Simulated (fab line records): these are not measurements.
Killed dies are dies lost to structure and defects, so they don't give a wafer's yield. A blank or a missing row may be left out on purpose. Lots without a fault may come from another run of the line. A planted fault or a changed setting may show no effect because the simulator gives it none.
Struck lot and sound lot, side by side ; flow sky130 ; 32 out of 708 route steps
Sound: the wafers L401.1, L401.3, L401.4. Struck: wafers L407.2, L407.4, L407.5. Last of all comes the cause.
Each step with rows lists, per side, the tool, then ch with its chambers, then its first start. Under that, the readings that differ: sound wafers ; struck wafers ; difference of the means ; sigmas: that difference in standard deviations of wafers without a fault.
alike: a reading whose means differ by less than 2 such deviations, as well as words and numbers matching on both sides. not compared: withheld readings; readings where some wafer has no value; bounds like >300 that might hide an equal value; numbers whose values overlap and for which the record gives no deviation.
The two part at a step that has a row with sigmas, a row that says differs or no value, or rows on one side only. Numbers that don't overlap but have no deviation are shown without sigmas and don't part them. A reading missing from all wafers of one side parts the sides only when that side holds two or more wafers.

SKY_PWDE_OVL_MEAS_07:
  sound: overlay-02 at day 5 17:30; struck: overlay-02 at day 6 20:41
  alike: PWDE_OVL
after that, 1 step had no rows for these wafers: SKY_PWDE_IMPLANT_08.
SKY_PWDE_STRIP_09: strips in O2/N2.
  sound on plasmaAsher-02 ch 0,1, day 5 17:41; struck on plasmaAsher-03 ch 1, day 6 20:52
  alike: drypumpMotorCurrentA, o2FlowSccm, oesProductAu, stripTimeToEndpointS
  not compared: rfHoursCounterH
SKY_PWDE_TW_MEAS_10:
  sound: filmMetro-04 at day 5 17:47; struck: filmMetro-03 at day 6 20:58
  alike: PWDE_TW
then, 7 steps without rows for these wafers: SKY_NWELL_DEHYDRATE_03 (time 60 s); SKY_NWELL_HMDS_04 (prime time 60 s); SKY_NWELL_COAT_05 (resist thk 3000 nm); SKY_NWELL_SOFTBAKE_06; SKY_NWELL_EXPOSE_07 (exposes mask NWM, target cd 840 nm); SKY_NWELL_PEB_08; SKY_NWELL_DEVELOP_09 (develop time 60 s).
SKY_NWELL_OVL_MEAS_10:
  sound: overlay-02 at day 6 12:16; struck: overlay-01 at day 7 16:41
  alike: NWELL_00_OVL
SKY_NWELL_IMPLANT_11:
  sound on implanter-03 ch 0, day 6 12:19; struck on implanter-03 ch 0, day 7 16:44
reading;sound;struck;difference;sigmas
beamEnergyKeV;399.91 399.86 399.88;487.50 487.42 487.60;+87.62;+99 or more
model.implant.rpNm (nm);479.2 479.2 479.2;583.6 583.6 583.6;+104.4;
model.implant.drpNm (nm);116.9 116.9 116.9;128.8 128.8 128.8;+11.9;
then, 2 steps without rows for these wafers: SKY_NWELL_IMPLANT_12; SKY_NWELL_IMPLANT_13.
SKY_NWELL_STRIP_14: strips in O2/N2.
  sound on plasmaAsher-01 ch 0,1, day 6 12:46; struck on plasmaAsher-01 ch 1, day 7 17:10
  alike: drypumpMotorCurrentA, o2FlowSccm, oesProductAu, stripTimeToEndpointS
  not compared: rfHoursCounterH
SKY_NWELL_TW_MEAS_15:
  sound: filmMetro-04 at day 6 12:52; struck: filmMetro-02 at day 7 17:16
reading;sound;struck;difference;sigmas
NWELL_TW;1833 1827 1840;1857 1861 1862;+27;+4
then, 7 steps without rows for these wafers: SKY_NWELL_DEHYDRATE_16 (time 60 s); SKY_NWELL_HMDS_17 (prime time 60 s); SKY_NWELL_COAT_18 (resist thk 3000 nm); SKY_NWELL_SOFTBAKE_19; SKY_NWELL_EXPOSE_20 (exposes mask NWM COMPLEMENT, target cd 840 nm); SKY_NWELL_PEB_21; SKY_NWELL_DEVELOP_22 (develop time 60 s).
SKY_NWELL_OVL_MEAS_23:
  sound: overlay-01 at day 7 08:28; struck: overlay-02 at day 8 12:55
  alike: NWELL_01_OVL
after that, 1 step had no rows for these wafers: SKY_NWELL_IMPLANT_24.
SKY_NWELL_STRIP_25: strips in O2/N2.
  sound on plasmaAsher-04 ch 0,1, day 7 08:40; struck on plasmaAsher-04 ch 1, day 8 13:05
  alike: drypumpMotorCurrentA, o2FlowSccm, oesProductAu, stripTimeToEndpointS
  not compared: rfHoursCounterH
SKY_NWELL_TW_MEAS_26:
  sound: filmMetro-02 at day 7 08:46; struck: filmMetro-04 at day 8 13:12
  alike: NWELL_2_TW
then, 1 step without rows for these wafers: SKY_NWELL_CLEAN_27 (cleans in SC1/SC2, time 150 s).
SKY_NWELL_RTA_28: time 30 s.
  sound on rtpAnneal-01 ch 0, day 7 08:52; struck on rtpAnneal-02 ch 0, day 8 13:19
  alike: chamberO2Ppm, lampPowerPct, wafer_temp_C_max
SKY_NWELL_RS_MEAS_29: the measuring method here is four-point-probe.
  sound: filmMetro-02 at day 7 08:58; struck: filmMetro-03 at day 8 13:25
reading;sound;struck;difference;sigmas
NWELL_RS (ohm/sq);624.1 624.3 623.6;601.7 599.6 599.4;-23.8;-13
-- the record jumps here: 40 days lie between the struck wafers' starts before and after (it left off in module NWELL and takes up again in module PAD_OPEN, whose first step shown is number 708 of the route) --
SKY_PAD_OPEN_PROBE_99:
  sound: prober-01 at day 47 20:51; struck: prober-02 at day 48 23:04
reading;sound;struck;difference;sigmas
model.etest.nfet_16v.rOnOhmUm;1.377e+04 1.372e+04 1.382e+04;1.604e+04 1.605e+04 1.602e+04;+2.267e+03;
model.etest.pfet_16v.rOnOhmUm;1.513e+04 1.537e+04 1.52e+04;1.462e+04 1.458e+04 1.462e+04;-6.267e+02;
model.etest.resNwell.lineOhmUm;1199 1220 1208;883 884.3 863.1;-332;
model.etest.resNwell.rsOhmSq;996.5 1028 1012;755.1 758.3 755.6;-255.8;
model.etest.tip_p_5v.rsOhmSq;2848 2864 2840;2752 2724 2744;-111;
model.etest.pfet_16v.driveUaUm;247.2 246.4 243.1;261.6 264.1 263.4;+17.5;
  alike: killed_at_M0_to_M3, killed_at_M4_up, killedAtContacts, killedAtFrontEnd, killedAtOther, killedDies, killedOpen, killedShort
  not compared: model.etest.pfetG5v0d10v5.rOnOhmUm, model.etest.pfetG5v0d10v5.driveUaUm

== WHERE THEY PART ==
Earliest at SKY_NWELL_IMPLANT_11; latest, in this record, at SKY_NWELL_RS_MEAS_29. Later steps at which nothing parts them and some readings are alike: SKY_PAD_OPEN_PROBE_99.

WHY: the cause the simulator had injected
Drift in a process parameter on implanter-03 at SKY_NWELL_IMPLANT_11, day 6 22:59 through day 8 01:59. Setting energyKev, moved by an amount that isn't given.
